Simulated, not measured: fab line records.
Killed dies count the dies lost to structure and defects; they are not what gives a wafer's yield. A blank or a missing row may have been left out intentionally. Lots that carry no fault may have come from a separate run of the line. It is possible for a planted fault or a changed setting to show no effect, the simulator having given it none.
Which tool did it? | flow sky130 | 11 lots with 33 wafers sampled at 3 steps, on a route of 708 steps

## WHAT EACH GAUGE READ, for each wafer
SKY_VIA3_THK_MEAS_01.
lot  | measured     | on            | VIA3_HDPCVD_THK (nm)
L629 | day 39 00:57 | film-metro-02 | 1618 1632 1656
L631 | day 39 18:10 | film-metro-04 | 1662 1642 1680
L632 | day 40 04:25 | film-metro-04 | 3242 3318 3250
L639 | day 41 22:28 | film-metro-03 | 3267 3212 3259
L640 | day 42 16:11 | film-metro-03 | 1620 1620 1609
L642 | day 43 00:10 | film-metro-02 | 1607 1585 1598
L643 | day 43 02:35 | film-metro-02 | 1618 1633 1668
L645 | day 43 17:24 | film-metro-04 | 1636 1680 1652
L648 | day 44 15:34 | film-metro-03 | 1620 1639 1631
L649 | day 45 06:35 | film-metro-02 | 1627 1624 1648
L651 | day 45 20:45 | film-metro-04 | 1642 1619 1629

## WHICH TOOL RAN EACH LOT (tool, then ch and the chambers of the sampled wafers, then the start)
lot  | SKY_METAL3_ETCH_16                | SKY_VIA3_HDPCVD_00
L629 | rie-metal-02 ch 0,1, day 38 23:54 | hdpcvd-02 ch 0,1,2, day 39 00:50
L631 | rie-metal-02 ch 0,1, day 39 17:07 | hdpcvd-01 ch 0,1, day 39 18:01
L632 | rie-metal-03 ch 0,1, day 40 03:00 | hdpcvd-02 ch 0,1,2, day 40 03:54
L639 | rie-metal-01 ch 0,1, day 41 21:05 | hdpcvd-02 ch 0,2, day 41 21:58
L640 | rie-metal-02 ch 0,1, day 42 15:09 | hdpcvd-02 ch 0,1, day 42 16:01
L642 | rie-metal-03 ch 0,1, day 42 23:07 | hdpcvd-02 ch 0,1, day 43 00:01
L643 | rie-metal-01 ch 0,1, day 43 01:21 | hdpcvd-01 ch 0,1,2, day 43 02:28
L645 | rie-metal-02 ch 0,1, day 43 16:20 | hdpcvd-01 ch 0,2, day 43 17:14
L648 | rie-metal-02 ch 0,1, day 44 14:05 | hdpcvd-02 ch 1,2, day 44 15:25
L649 | rie-metal-02 ch 0,1, day 45 05:29 | hdpcvd-01 ch 0,1, day 45 06:25
L651 | rie-metal-02 ch 0,1, day 45 19:41 | hdpcvd-02 ch 1,2, day 45 20:35
- SKY_METAL3_ETCH_16: etches BARC in N2/H2, stops on SiO2, time 88.2 s, target depth 60 nm.
- SKY_VIA3_HDPCVD_00: deposits SiO2, target thk 1635 nm, time 272.5 s.

## THE ANSWER, worked out from the rows above alone
Rule: usual is defined by the lots themselves. The widest of any qualifying gaps counts: lots, ordered by their means at a reading, are off when they make up no more than a third of the lots, leave a main group of 4 or more, and stand apart from it by 3 or more times the standard deviation of that group's means. If all means in a main group match to the digits the tables above print for the reading, that group is not used. Also off: a lot with no number at a reading for which 4 or more lots have one. All remaining lots with rows at the step are treated as sound.
Off: L632, L639, at SKY_VIA3_THK_MEAS_01 (VIA3_HDPCVD_THK). The main group has a mean of 1633 nm with a standard deviation of 18.
A tool fits if, at a process step before that reading, it ran every lot that is off, and no sound lot after the first of them. Those tools and the gauges at SKY_VIA3_THK_MEAS_01 are tried in the same way. No candidate that was tried fits.

## WHAT THE SIMULATOR PUT IN
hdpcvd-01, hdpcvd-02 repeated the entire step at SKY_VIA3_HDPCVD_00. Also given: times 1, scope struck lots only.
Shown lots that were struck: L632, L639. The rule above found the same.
